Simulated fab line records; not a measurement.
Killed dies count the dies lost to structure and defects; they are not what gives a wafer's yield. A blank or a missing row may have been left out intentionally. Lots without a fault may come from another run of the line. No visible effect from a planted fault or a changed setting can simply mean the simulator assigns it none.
Struck lot and sound lot, side by side | flow sky130 | 18 steps out of a route of 708
Sound: wafers L119.1, L119.5, L119.6. Struck: wafers L129.2, L129.4, L129.6. Last of all comes the cause.
Order at every step that has rows: each side's tool, ch and its chambers, its first start. Under that, the readings that differ: sound wafers | struck wafers | difference of the means | sigmas: that difference in standard deviations of wafers without a fault.
alike: same words and numbers on both sides, and readings whose means sit less than 2 such deviations apart. not compared: any withheld reading, any reading some wafer has no value for, any bound like >300 that may hide the same value, and any number with overlapping values for which the record gives no deviation.
Wherever a step has rows on one side only, a row that says differs or no value, or a row with sigmas, the two part there. Non-overlapping numbers with no deviation appear without sigmas and do not part them. Lack of a reading on every wafer of one side parts them only where that side has two or more wafers.

SKY_FIELD_ISO_BOW_MEAS_00:
  struck on film-metro-02, day 3 22:01; sound on film-metro-04, day 1 20:00
  alike: INCOMING_BOW
then, 1 step without rows for these wafers: SKY_FIELD_ISO_OXIDATION_01 (stabilise 600 s, purge 300 s, target thk 12 nm).
SKY_FIELD_ISO_THK_MEAS_02:
  struck on film-metro-03, day 4 01:10; sound on film-metro-04, day 1 22:28
  alike: FIELD_ISO_OXIDATION_00_THK
then, 1 step without rows for these wafers: SKY_FIELD_ISO_CVD_03 (deposits Si3N4 from DCS/NH3, target thk 165 nm, time 2830 s).
SKY_FIELD_ISO_THK_MEAS_04:
  struck on film-metro-03, day 4 03:46; sound on film-metro-04, day 2 00:19
  alike: FIELD_ISO_CVD_03_THK
then, 3 steps without rows for these wafers: SKY_FIELD_ISO_DEHYDRATE_05 (time 60 s); SKY_FIELD_ISO_HMDS_06 (prime time 60 s); SKY_FIELD_ISO_COAT_07 (resist thk 60 nm).
SKY_FIELD_ISO_COAT_08: resist thk 450 nm.
  sound on litho-track-04 ch 0, day 2 07:00; struck on litho-track-04 ch 0, day 4 11:00
  reading                                          | sound                | struck               | difference | sigmas
  spin-speed-rpm (rpm)                             | 2998.7 2998.2 2998.7 | 3058.5 3056.4 3056.8 | +58.7      | +35
  model.KrF-thick_of_FIELD_ISO_COAT_08.thk-nm (nm) | 449.6 449.7 449.1    | 446.5 447.3 446.6    | -2.7       |
then, 4 steps without rows for these wafers: SKY_FIELD_ISO_SOFTBAKE_09 (time 90 s); SKY_FIELD_ISO_EXPOSE_10 (exposes mask FOM, target cd 150 nm); SKY_FIELD_ISO_PEB_11; SKY_FIELD_ISO_DEVELOP_12 (develop time 60 s).
SKY_FIELD_ISO_CD_MEAS_13: the cd target is 150 nm.
  struck on cd-sem-02, day 4 20:53; sound on cd-sem-02, day 2 15:15
  alike: cd-nm
SKY_FIELD_ISO_ETCH_14: etches BARC in N2/H2, stops on SiO2, time 45.9 s, target depth 60 nm.
  sound on rie-diel-04 ch 1,3, day 2 15:22; struck on rie-diel-03 ch 1,3, day 4 20:59
  alike: drypump-motor-current-A, oes-product-au, throttle-valve-pct
  not compared: rf-hours-counter-h
SKY_FIELD_ISO_ETCH_15: etches the open film in CHF3/O2, stops on Si, target depth 180 nm, time 72 s.
  sound on rie-diel-04 ch 1,3, day 2 15:25; struck on rie-diel-03 ch 1,3, day 4 21:02
  alike: drypump-motor-current-A, oes-product-au, throttle-valve-pct
  not compared: rf-hours-counter-h, model.KrF-thick_of_FIELD_ISO_COAT_08.thk-nm
SKY_FIELD_ISO_STRIP_16: strips in O2/N2.
  sound on plasma-asher-01 ch 0,1, day 2 15:28; struck on plasma-asher-04 ch 0,1, day 4 21:05
  alike: drypump-motor-current-A, oes-product-au, strip-time-to-endpoint-s
  not compared: rf-hours-counter-h
following that, these wafers have no rows for 1 step: SKY_PAD_OPEN_PROBE_99.

WHERE THEY PART
Within this record, at SKY_FIELD_ISO_COAT_08 only. Later steps at which nothing parts them and some readings are alike: SKY_FIELD_ISO_CD_MEAS_13, SKY_FIELD_ISO_ETCH_14, SKY_FIELD_ISO_ETCH_15, SKY_FIELD_ISO_STRIP_16.

WHY: what had been put in by the simulator
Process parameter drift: litho-track-04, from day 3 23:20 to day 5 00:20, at SKY_FIELD_ISO_COAT_08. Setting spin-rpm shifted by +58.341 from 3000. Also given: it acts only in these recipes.
